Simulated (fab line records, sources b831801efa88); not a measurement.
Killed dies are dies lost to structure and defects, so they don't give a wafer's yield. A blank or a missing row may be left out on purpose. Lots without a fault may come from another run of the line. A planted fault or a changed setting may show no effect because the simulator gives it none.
fab line records | flow sky130
record lots=11 wafers=33 last_day=49
route steps=708 shown GATE_OXIDE@200 POLY_GATE@218 LDD_N@254 CONTACT@408 PAD_OPEN@708
lots that met no fault: from a run of the same line without faults
start_h: hours from the record's first day to the start of the lot's first wafer shown | wait_h: hours since the lot's step before | " the same as in the row above | L1.1+2: a row that stands for several wafers | - no value, or no start given | * or withheld: withheld | < > ~ a bound
route shown NAME@n: a module of which the file shows steps, and the number in the route of the first | usual: mean/standard deviation of fault-free wafers | same: alike in all rows | chamber/n: place in a boat | sites: the reading at each site | _std_site: their standard deviation | _edge_site: outer sites' mean less inner sites' | radius_mm: how far each site lies from the wafer's centre | mask NAME#n: copy n | behind: the tool/chamber that last shaped the wafer | hold: why the lot was held/for how many hours/how that ended | device: the transistor (n, p or np) that didn't switch | end of line: the same wafers' tests at the end of the route | a step without rows: its recipe alone | killed: dies lost to structure and defects at the first sort, not the wafer's yield | map: a wafer's dies, x killed, . not, _ none there
set.NAME: the setting as run; set.NAME@STEP: as run at that earlier step | model.NAME: the simulator's own value behind a step, which no gauge read
steps of the route over a sample of lots; a table a step, a row a wafer
services: from which hour (start_h, from the record's first day; less than 0 if before it) a tool's chamber was out of use, for how many hours, and why
## steps
# step SKY_GATE_OXIDE_STRIP_13
# recipe chemistry=O2/N2 power_w=1400 pressure_mtorr=1500 platen_temp_c=withheld o2_flow_sccm=3000 n2_flow_sccm=300 overash_fraction=0.5
# usual drypump_motor_current_A=5.8/0.51 oes_product_au=0.715/0.0048 strip_time_to_endpoint_s=14.18/0.042
# columns lot.wafer tool chamber start_h wait_h drypump_motor_current_A oes_product_au rf_hours_counter_h strip_time_to_endpoint_s
L847.1 plasma_asher-03 0 323.16 0.0 6.2 0.719 64 14.19
L847.2 " 1 " " 5.6 0.711 64 14.21
L847.3 " 1 " " 5.6 0.711 - 14.18
L848.2 plasma_asher-03 0 343.83 0.0 6.2 0.716 66 14.14
L848.3 " 0 " " 6.2 0.717 - 14.14
L848.4 " 1 " " 5.5 0.721 - 14.10
L849.1 plasma_asher-04 0 354.04 0.0 5.0 0.716 51 14.17
L849.4 " 1 " " 5.9 0.719 - 14.19
L849.6 " 0 " " 5.0 0.718 - 14.14
L851.2 plasma_asher-02 1 364.99 0.0 5.7 0.717 25 14.21
L851.5 " 1 " " 5.7 0.718 - 14.20
L851.6 " 0 " " 6.7 0.725 - 14.19
L852.1 plasma_asher-04 0 366.41 0.0 5.0 0.711 53 14.17
L852.2 " 1 " " 5.9 0.712 53 14.10
L852.6 " 0 " " 5.0 0.714 - 14.19
L855.1 plasma_asher-03 0 387.54 0.0 6.2 0.712 70 14.22
L855.2 " 1 " " 5.6 0.718 70 14.16
L855.4 " 0 " " 6.2 0.707 - 14.20
L857.1 plasma_asher-03 0 399.28 0.0 6.2 0.710 71 14.24
L857.3 " 1 " " 5.6 0.713 - 14.23
L857.5 " 0 " " 6.2 0.720 - 14.22
L863.1 plasma_asher-04 0 448.37 0.0 5.0 0.707 61 14.28
L863.4 " 0 " " 5.0 0.710 - 14.22
L863.5 " 1 " " 5.9 0.709 - 14.21
L862.1 plasma_asher-04 1 453.49 0.0 5.9 0.705 61 14.18
L862.2 " 0 " " 5.0 0.723 61 14.16
L862.4 " 0 " " 5.0 0.716 - 14.23
L865.1 plasma_asher-04 0 466.52 0.0 5.0 0.721 62 14.18
L865.2 " 1 " " 5.9 0.719 62 14.19
L865.4 " 1 " " 5.9 0.708 - 14.16
L866.1 plasma_asher-02 1 477.12 0.0 5.7 0.706 37 14.13
L866.3 " 1 " " 5.7 0.717 - 14.19
L866.6 " 0 " " 6.7 0.713 - 14.16
# step SKY_POLY_GATE_THK_MEAS_04
# recipe reads=Si3N4_of_POLY_GATE_CVD_03
# usual POLY_GATE_CVD_03_THK=75.1/0.7
# columns lot.wafer tool chamber start_h wait_h POLY_GATE_CVD_03_THK[nm]
L847.1 film_metro-01 - 361.15 0.0 75.9
L847.2 " - " " 75.4
L847.3 " - " " 75.6
L848.2 film_metro-01 - 379.26 0.0 75.5
L848.3 " - " " 75.4
L848.4 " - " " 75.2
L849.1 film_metro-02 - 387.48 0.0 75.2
L849.4 " - " " 76.3
L849.6 " - " " 75.9
L852.1 film_metro-03 - 400.65 0.0 75.1
L852.2 " - " " 75.8
L852.6 " - " " 75.2
L851.2 film_metro-02 - 400.66 0.0 75.1
L851.5 " - " " 75.6
L851.6 " - " " 74.4
L855.1 film_metro-01 - 423.80 0.0 75.6
L855.2 " - " " 75.6
L855.4 " - " " 75.7
L857.1 film_metro-01 - 437.02 0.0 76.3
L857.3 " - " " 75.6
L857.5 " - " " 75.8
L863.1 film_metro-03 - 484.04 0.0 74.2
L863.4 " - " " 74.7
L863.5 " - " " 75.0
L862.1 film_metro-02 - 488.78 0.0 76.2
L862.2 " - " " 75.6
L862.4 " - " " 76.0
L865.1 film_metro-02 - 501.74 0.0 74.4
L865.2 " - " " 74.0
L865.4 " - " " 73.9
L866.1 film_metro-01 - 513.01 0.0 74.2
L866.3 " - " " 73.8
L866.6 " - " " 73.7
# step SKY_LDD_N_TW_MEAS_17
# usual LDD_N_TW=2547/21
# columns lot.wafer tool chamber start_h wait_h LDD_N_TW
L847.1 film_metro-02 - 421.29 0.1 2571
L847.2 " - " " 2569
L847.3 " - " " 2560
L848.2 film_metro-03 - 446.67 0.1 2555
L848.3 " - " " 2551
L848.4 " - " " 2550
L849.1 film_metro-03 - 452.31 0.1 2551
L849.4 " - " " 2565
L849.6 " - " " 2546
L852.1 film_metro-03 - 465.00 0.1 2567
L852.2 " - " " 2565
L852.6 " - " " 2569
L851.2 film_metro-03 - 465.50 0.1 2563
L851.5 " - " " 2563
L851.6 " - " " 2557
L855.1 film_metro-03 - 491.44 0.1 2534
L855.2 " - " " 2540
L855.4 " - " " 2544
L857.1 film_metro-04 - 503.59 0.1 2520
L857.3 " - " " 2514
L857.5 " - " " 2501
L863.1 film_metro-03 - 547.99 0.1 2555
L863.4 " - " " 2568
L863.5 " - " " 2558
L862.1 film_metro-03 - 553.85 0.1 2541
L862.2 " - " " 2538
L862.4 " - " " 2536
L865.1 film_metro-04 - 565.65 0.1 2508
L865.2 " - " " 2503
L865.4 " - " " 2516
L866.1 film_metro-02 - 575.20 0.1 2541
L866.3 " - " " 2543
L866.6 " - " " 2549
# step SKY_CONTACT_HDPCVD_02
# recipe material=SiO2 target_thk_nm=565 sigma_open_frac=0.3 time_s=94.2 temp_c=600 sih4_flow_sccm=60 pressure_mtorr=6
# usual run_length_s=122.1/0.59 susceptor_temp_C=600.04/0.27
# columns lot.wafer tool chamber start_h wait_h run_length_s susceptor_temp_C
L847.1 hdpcvd-02 2 723.37 0.1 121.7 600.18
L847.2 " 1 " " 122.4 600.00
L847.3 " 0 " " 123.2 600.06
L848.2 hdpcvd-01 2 745.56 0.0 122.3 599.82
L848.3 " 0 " " 121.5 600.36
L848.4 " 2 " " 122.6 599.82
L849.1 hdpcvd-02 0 749.56 0.1 123.5 599.98
L849.4 " 1 " " 121.7 600.35
L849.6 " 0 " " 122.7 600.07
L852.1 hdpcvd-02 0 759.40 0.1 122.8 599.59
L852.2 " 2 " " 121.1 600.08
L852.6 " 2 " " 121.7 599.39
L851.2 hdpcvd-01 1 765.11 0.0 122.6 599.74
L851.5 " 2 " " 122.2 599.45
L851.6 " 1 " " 122.0 600.26
L855.1 hdpcvd-02 2 783.82 0.1 121.8 600.13
L855.2 " 0 " " 123.2 600.23
L855.4 " 2 " " 121.6 600.31
L857.1 hdpcvd-01 2 795.62 0.1 122.3 600.48
L857.3 " 0 " " 122.0 600.28
L857.5 " 0 " " 121.5 600.21
L863.1 hdpcvd-01 0 834.46 0.1 122.1 599.65
L863.4 " 0 " " 122.0 599.63
L863.5 " 2 " " 122.1 600.16
L862.1 hdpcvd-02 0 837.69 0.1 122.8 600.54
L862.2 " 2 " " 116.9 -
L862.4 " 0 " " 118.4 -
L865.1 hdpcvd-02 2 850.10 0.1 121.6 600.05
L865.2 " 0 " " 119.0 -
L865.4 " 0 " " 118.5 -
L866.1 hdpcvd-01 2 859.12 0.1 122.9 599.73
L866.3 " 1 " " 121.6 600.25
L866.6 " 2 " " 121.9 600.00
# step SKY_CONTACT_THK_MEAS_03
# recipe reads=SiO2_of_CONTACT_HDPCVD_02
# usual CONTACT_HDPCVD_THK=564/6
# columns lot.wafer tool chamber start_h wait_h CONTACT_HDPCVD_THK[nm]
L847.1 film_metro-03 - 723.44 0.0 563
L847.2 " - " " 580
L847.3 " - " " 568
L848.2 film_metro-03 - 745.64 0.0 567
L848.3 " - " " 561
L848.4 " - " " 564
L849.1 film_metro-02 - 749.63 0.0 571
L849.4 " - " " 566
L849.6 " - " " 570
L852.1 film_metro-03 - 759.47 0.0 572
L852.2 " - " " 571
L852.6 " - " " 567
L851.2 film_metro-03 - 765.19 0.0 566
L851.5 " - " " 556
L851.6 " - " " 561
L855.1 film_metro-04 - 783.89 0.0 564
L855.2 " - " " 564
L855.4 " - " " 562
L857.1 film_metro-02 - 795.69 0.0 557
L857.3 " - " " 552
L857.5 " - " " 559
L863.1 film_metro-03 - 834.53 0.0 547
L863.4 " - " " 554
L863.5 " - " " 547
L862.1 film_metro-04 - 837.79 0.1 567
L862.2 " - " " 542
L862.4 " - " " 543
L865.1 film_metro-03 - 850.20 0.1 558
L865.2 " - " " 533
L865.4 " - " " 534
L866.1 film_metro-04 - 859.19 0.0 563
L866.3 " - " " 561
L866.6 " - " " 560
# step SKY_CONTACT_CMP_04
# recipe material=SiO2 down_force_psi=4 platen_rpm=60 pad_velocity_m_s=0.94248
# usual head_pressure_psi=4.000/0.0085 motor_current_A=11.8/1.2 slurry_flow_ml_min=150.0/0.45 time_to_endpoint_s=81/3.6
# columns lot.wafer tool chamber start_h wait_h head_pressure_psi motor_current_A slurry_flow_ml_min time_to_endpoint_s
L847.2 cmp-02 3 723.50 0.0 4.007 12.3 149.7 94
L847.3 " 1 " " 3.993 11.3 149.9 88
L847.1 " 2 " " 4.002 10.3 150.2 83
L848.2 cmp-02 1 745.74 0.1 4.008 11.3 149.7 80
L848.4 " 2 " " 4.013 10.5 150.4 83
L848.3 " 3 " " 4.001 13.3 150.0 84
L849.1 cmp-01 0 749.99 0.4 4.013 10.3 149.7 83
L849.4 " 2 " " 3.993 12.3 149.1 76
L849.6 " 0 " " 4.017 10.4 150.4 77
L852.1 cmp-02 3 759.63 0.1 4.003 12.4 149.6 84
L852.2 " 0 " " 3.989 11.1 149.5 81
L852.6 " 1 " " 3.988 11.1 150.3 77
L851.2 cmp-02 1 765.29 0.1 3.996 11.1 149.2 82
L851.6 " 0 " " 3.997 11.9 150.5 77
L851.5 " 1 " " 3.986 11.4 150.0 76
L855.1 cmp-01 1 783.95 0.1 3.988 14.2 150.6 78
L855.2 " 2 " " 4.007 11.7 149.9 76
L855.4 " 0 " " 4.003 9.6 149.8 79
L857.1 cmp-01 3 795.75 0.1 3.985 14.5 149.4 75
L857.3 " 2 " " 4.017 12.5 149.9 77
L857.5 " 0 " " 4.003 9.5 149.0 80
L863.4 cmp-01 3 834.69 0.1 3.995 14.4 148.7 72
L863.1 " 0 " " 3.990 10.2 149.6 71
L863.5 " 1 " " 4.006 13.5 150.0 72
L862.1 cmp-02 3 837.90 0.1 4.002 11.9 149.7 85
L862.2 " 0 " " 4.009 10.8 150.1 71
L862.4 " 1 " " 3.997 11.6 150.1 77
L865.1 cmp-02 3 850.26 0.1 3.984 12.5 150.1 82
L865.4 " 1 " " 4.001 11.7 149.3 69
L865.2 " 2 " " 4.009 10.2 150.0 69
L866.3 cmp-02 1 859.35 0.1 3.999 11.4 149.7 83
L866.1 " 2 " " 3.990 10.8 149.6 82
L866.6 " 0 " " 3.991 11.2 149.6 78
# step SKY_PAD_OPEN_PROBE_99
# usual killed_at_M0_to_M3=44/6.5 killed_at_M4_up=3.3/1.9 killed_at_contacts=24/5.3 killed_at_front_end=15/4.5 killed_at_other=0.3/0.58 killed_dies=87/9.3 killed_on_rim=17/4.2 killed_open=48/6.6 killed_short=39/6.1
# same gross_dies=492 killed_at_back_side=0
# columns lot.wafer tool chamber start_h wait_h killed_at_M0_to_M3 killed_at_M4_up killed_at_contacts killed_at_front_end killed_at_other killed_dies killed_on_rim killed_open killed_short
L857.1 prober-02 - 1143.13 0.1 45 5 24 11 0 85 16 43 42
L857.3 prober-02 - 1143.23 0.2 52 2 27 14 0 95 16 53 42
L857.5 prober-02 - 1143.33 0.2 40 5 35 14 1 95 19 50 45
L863.1 prober-01 - 1168.23 0.1 41 3 31 16 0 91 19 48 43
L863.4 prober-01 - 1168.38 0.2 39 1 35 14 1 90 18 50 40
L863.5 prober-01 - 1168.43 0.2 44 3 27 12 1 87 16 43 44
L862.1 prober-02 - 1170.65 0.1 44 7 32 14 0 97 25 45 52
L862.2 prober-02 - 1170.70 0.1 41 1 25 18 0 85 14 37 48
L865.2 prober-02 - 1177.80 0.1 50 1 32 10 0 93 12 56 37
# killed by level:class
L857.1 VIA1:geometric_particle:open=13 VIA3:geometric_particle:open=8 LI_CONTACT:geometric_particle:open=6 CONTACT:geometric_particle:open=6 METAL2:geometric_particle:short=6 LOCAL_INTERCONNECT:geometric_particle:short=5 CONTACT:geometric_particle:short=5 FIELD_ISO:geometric_particle:short=4
L857.3 VIA1:geometric_particle:open=12 METAL1:geometric_particle:short=10 LI_CONTACT:geometric_particle:open=8 CONTACT:geometric_particle:open=8 METAL3:geometric_particle:short=7 VIA3:geometric_particle:open=6 FIELD_ISO:geometric_particle:short=5 CONTACT:geometric_particle:short=5
L857.5 LI_CONTACT:geometric_particle:open=14 CONTACT:geometric_particle:open=11 METAL2:geometric_particle:short=9 VIA1:geometric_particle:open=7 VIA3:geometric_particle:open=6 METAL1:geometric_particle:short=6 FIELD_ISO:geometric_particle:short=5 FIELD_ISO:geometric_particle:open=4
L863.1 CONTACT:geometric_particle:open=11 VIA1:geometric_particle:open=9 VIA2:geometric_particle:open=8 LI_CONTACT:geometric_particle:open=7 LOCAL_INTERCONNECT:geometric_particle:short=7 METAL2:geometric_particle:short=5 VIA1:geometric_particle:short=4 VIA3:geometric_particle:open=4
L863.4 CONTACT:geometric_particle:open=11 LI_CONTACT:geometric_particle:open=10 VIA1:geometric_particle:open=8 LOCAL_INTERCONNECT:geometric_particle:short=6 CONTACT:geometric_particle:short=6 VIA3:geometric_particle:open=5 VIA1:geometric_particle:short=4 METAL2:geometric_particle:short=4
L863.5 LI_CONTACT:geometric_particle:open=9 VIA1:geometric_particle:open=9 VIA2:geometric_particle:open=7 LOCAL_INTERCONNECT:geometric_particle:short=6 METAL1:geometric_particle:short=6 VIA1:geometric_particle:short=5 METAL2:geometric_particle:short=5 CONTACT:geometric_particle:open=5
L862.1 VIA1:geometric_particle:open=12 CONTACT:geometric_particle:open=11 CONTACT:geometric_particle:short=8 METAL1:geometric_particle:short=7 METAL2:geometric_particle:short=6 VIA1:geometric_particle:short=5 METAL4:geometric_particle:short=5 FIELD_ISO:geometric_particle:short=4
L862.2 VIA1:geometric_particle:open=8 METAL2:geometric_particle:short=8 VIA3:geometric_particle:open=8 LI_CONTACT:geometric_particle:open=6 SPACER:geometric_particle:short=5 LI_CONTACT:geometric_particle:short=5 LOCAL_INTERCONNECT:geometric_particle:short=5 VIA3:geometric_particle:short=5
L865.2 VIA1:geometric_particle:open=13 CONTACT:geometric_particle:open=12 VIA1:geometric_particle:short=9 VIA3:geometric_particle:open=7 LI_CONTACT:geometric_particle:open=6 VIA2:geometric_particle:open=6 FIELD_ISO:geometric_particle:open=5 LOCAL_INTERCONNECT:geometric_particle:short=5
## services
# columns tool chamber start_h hours kind
cmp-02 - 330.83 0.6 repair
hdpcvd-02 - 331.98 4.1 repair
hdpcvd-02 - 366.25 15.0 pm
plasma_asher-04 - 381.16 2.2 repair
hdpcvd-01 - 381.25 5.5 pm
hdpcvd-02 - 384.36 1.5 repair
hdpcvd-02 2 404.97 9.5 repair
hdpcvd-02 - 405.35 0.6 repair
cmp-02 - 428.16 1.7 repair
hdpcvd-01 - 437.91 2.4 repair
hdpcvd-02 1 454.20 5.7 repair
cmp-02 - 511.48 3.5 repair
cmp-02 - 522.40 2.0 repair
hdpcvd-02 - 561.26 0.7 repair
hdpcvd-02 - 571.19 4.3 pm
cmp-02 - 572.17 4.0 pm
hdpcvd-02 - 583.09 14.6 pm
cmp-02 - 602.64 0.7 repair
cmp-02 - 604.73 5.8 pm
cmp-02 - 613.10 0.2 repair
cmp-02 - 614.91 1.9 repair
cmp-02 - 667.35 1.1 repair
cmp-02 - 749.33 2.4 pm
hdpcvd-02 1 835.63 21.9 repair
## key
first_sign step=SKY_CONTACT_HDPCVD_02 reading=run_length_s direction=down sigmas=6.6 usual=* struck=*
effect step=SKY_CONTACT_THK_MEAS_03 reading=CONTACT_HDPCVD_THK direction=down sigmas=4.4 usual=564 struck=538
effect step=SKY_CONTACT_CMP_04 reading=time_to_endpoint_s direction=down sigmas=2.6 usual=* struck=*
met_at SKY_CONTACT_HDPCVD_02
struck_lots L862,L865
struck_wafers L862.2,L862.4,L865.2,L865.4
tester_left_out L862,L865
not_acting_at SKY_GATE_OXIDE_STRIP_13,SKY_POLY_GATE_THK_MEAS_04,SKY_LDD_N_TW_MEAS_17
onset_between 783.82 837.69
fault kind=process_parameter_drift tool=hdpcvd-02 chamber=- onset_h=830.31 steps=SKY_CONTACT_HDPCVD_02 channel=time_s offset=* shape=step end_h=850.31 scope=struck_wafers_only acts_in=* stated=*
# tester_left_out: of these lots the tester's yield and bins aren't shown, on N5 and GAA mostly nor the transistor test; their killed dies are dies lost to structure and defects alone, not to doping, threshold or leakage, so they don't give the yield
